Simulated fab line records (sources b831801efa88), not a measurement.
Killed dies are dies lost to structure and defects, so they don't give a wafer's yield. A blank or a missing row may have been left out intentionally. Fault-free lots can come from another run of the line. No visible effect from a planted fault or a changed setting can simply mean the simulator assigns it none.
Matching of chambers ; flow sky130 ; SKY_CONTACT_CMP_04 on cmp-01 has 4 sister chambers
The step polishes SiO2. 14 wafers are shown with their chamber, then 7 later ones without.

== WAFERS, EACH WITH ITS CHAMBER ==
wafer;chamber;motor-current-A (A);time-to-endpoint-s (s);platen-rpm (rpm)
L895.1;2;12.6;87;60.05
L895.2;3;14.1;91;59.96
L895.5;3;14.1;84;60.03
L897.1;3;13.8;88;59.96
L897.3;0;12.5;88;59.97
L897.5;3;14.0;80;59.97
L903.3;1;9.7;84;59.97
L903.5;3;14.1;79;59.98
L903.6;0;12.2;84;59.99
L905.1;0;12.1;80;60.03
L905.4;3;14.6;76;59.96
L905.5;1;10.2;79;60.02
L912.2;1;10.5;76;60.05
L912.3;2;12.2;81;59.96

SIGNATURES, as means of the wafers listed above
reading;chamber 0;chamber 1;chamber 2;chamber 3;scatter within a chamber
motor-current-A;12.267;10.133;12.400;14.117;0.29
time-to-endpoint-s;84.00;79.67;84.00;83.00;4.97
platen-rpm;59.9967;60.0133;60.0050;59.9767;0.0359
Rule: a wafer lies at a distance from a chamber equal to the root of the sum of squares, over the readings, of (its reading less the chamber's mean, divided by the reading's scatter). The wafer belongs to the nearest chamber; if the next one is less than 2 further off, it can't be placed. The scatter: take each reading less its chamber's mean, square it, sum over the shown wafers, divide by the number of wafers less the number of chambers, and take the root.

== WAFERS WITHOUT THEIR CHAMBER ==
wafer;motor-current-A (A);time-to-endpoint-s (s);platen-rpm (rpm)
L912.4;13.6;78;59.95
L914.4;10.0;76;60.04
L914.5;12.5;80;59.98
L914.6;15.0;77;59.95
L915.1;10.2;78;59.94
L915.5;12.3;81;60.04
L915.6;9.8;81;60.05

== THE CHAMBER EACH PASSED THROUGH ==
wafer;from the rows above;in truth
L912.4;3;3
L914.4;1;1
L914.5;can't be placed: 2 or 0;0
L914.6;3;3
L915.1;1;1
L915.5;can't be placed: 2 or 0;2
L915.6;1;1
5 of 7 placed correctly. Can't be placed from these rows: 2 (the true chamber is among the candidates in 2). Number placed wrongly: 0.
